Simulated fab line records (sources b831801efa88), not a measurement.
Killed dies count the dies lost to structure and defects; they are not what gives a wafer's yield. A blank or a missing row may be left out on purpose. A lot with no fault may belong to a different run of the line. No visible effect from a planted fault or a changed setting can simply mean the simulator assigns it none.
Struck lot and sound lot, side by side	flow sky130	15 steps out of a route of 708
Sound: the wafers L905.1, L905.4, L905.6. The struck wafers were L917.1, L917.2, L917.3. Last of all comes the cause.
Per side, at each step with rows, come the tool, then ch with its chambers, and then its first start. Under that, the readings that differ: sound wafers	struck wafers	difference of the means	sigmas: that difference in standard deviations of wafers without a fault.
alike: same words and numbers on both sides, and readings whose means sit less than 2 such deviations apart. not compared: any withheld reading, any reading some wafer has no value for, any bound like >300 that may hide the same value, and any number with overlapping values for which the record gives no deviation.
Wherever a step has rows on one side only, a row that says differs or no value, or a row with sigmas, the two part there. Numbers that don't overlap but have no deviation are shown without sigmas and don't part them. Lack of a reading on every wafer of one side parts them only where that side has two or more wafers.

first, 7 steps without rows for these wafers: SKY_LDD_LDN_DEHYDRATE_00 (time 60 s); SKY_LDD_LDN_HMDS_01 (prime time 60 s); SKY_LDD_LDN_COAT_02 (resist thk 1140 nm); SKY_LDD_LDN_SOFTBAKE_03 (time 60 s); SKY_LDD_LDN_EXPOSE_04 (exposes mask LDNTM, target cd 700 nm); SKY_LDD_LDN_PEB_05; SKY_LDD_LDN_DEVELOP_06 (develop time 60 s).
SKY_LDD_LDN_OVL_MEAS_07:
  sound: overlay-02 at day 23 01:52; struck: overlay-01 at day 27 20:19
reading	sound	struck	difference	sigmas
LDD_LDN_OVL (nm)	0.2 -2.4 -2.1	2.2 1.9 1.3	+3.2	+2
then, 4 steps without rows for these wafers: SKY_LDD_LDN_IMPLANT_08; SKY_LDD_LDN_IMPLANT_09; SKY_LDD_LDN_IMPLANT_10; SKY_LDD_LDN_IMPLANT_11.
SKY_LDD_LDN_STRIP_12: strips in O2/N2.
  sound on plasma-asher-04 ch 1, day 23 02:31; struck on plasma-asher-04 ch 0,1, day 27 20:58
  no value came back on the struck wafers for chamber-pressure-mTorr (mTorr), drypump-motor-current-A (A), oes-product-au (a.u.), strip-time-to-endpoint-s (s); on the sound wafers chamber-pressure-mTorr (mTorr) reads 1499.1 1499.0 1497.5
reading	sound	struck	difference	sigmas
model.NOVOLAK_of_LDD_LDN_COAT_02.thk-nm (nm)	0 0 0	1139 1143 1140	+1141	
  not compared: rf-hours-counter-h
SKY_LDD_LDN_TW_MEAS_13:
  sound: film-metro-03 at day 23 02:37; struck: film-metro-01 at day 27 21:04
reading	sound	struck	difference	sigmas
LDD_LDN_TW	1479 1481 1475	1510 1509 1509	+31	+3
-- a jump in the record: the struck wafers' starts before and after are 21 days apart (it breaks off in module LDD_LDN and resumes in module PAD_OPEN, where the first step shown is number 708 of the route) --
SKY_PAD_OPEN_PROBE_99:
  sound: prober-02 at day 45 19:43; struck: prober-02 at day 48 21:59
reading	sound	struck	difference	sigmas
killed-at-front-end	15 20 15	410 434 427	+407	+95
killed-dies	87 86 93	492 492 492	+403	+46
killed-on-rim	25 17 18	96 96 96	+76	+21
  alike: killed_at_M0_to_M3, killed_at_M4_up, killed-at-contacts, killed-at-other, killed-open, killed-short

== WHERE THEY PART ==
Earliest at SKY_LDD_LDN_OVL_MEAS_07; latest, in this record, at SKY_PAD_OPEN_PROBE_99.

WHY: what had been put in by the simulator
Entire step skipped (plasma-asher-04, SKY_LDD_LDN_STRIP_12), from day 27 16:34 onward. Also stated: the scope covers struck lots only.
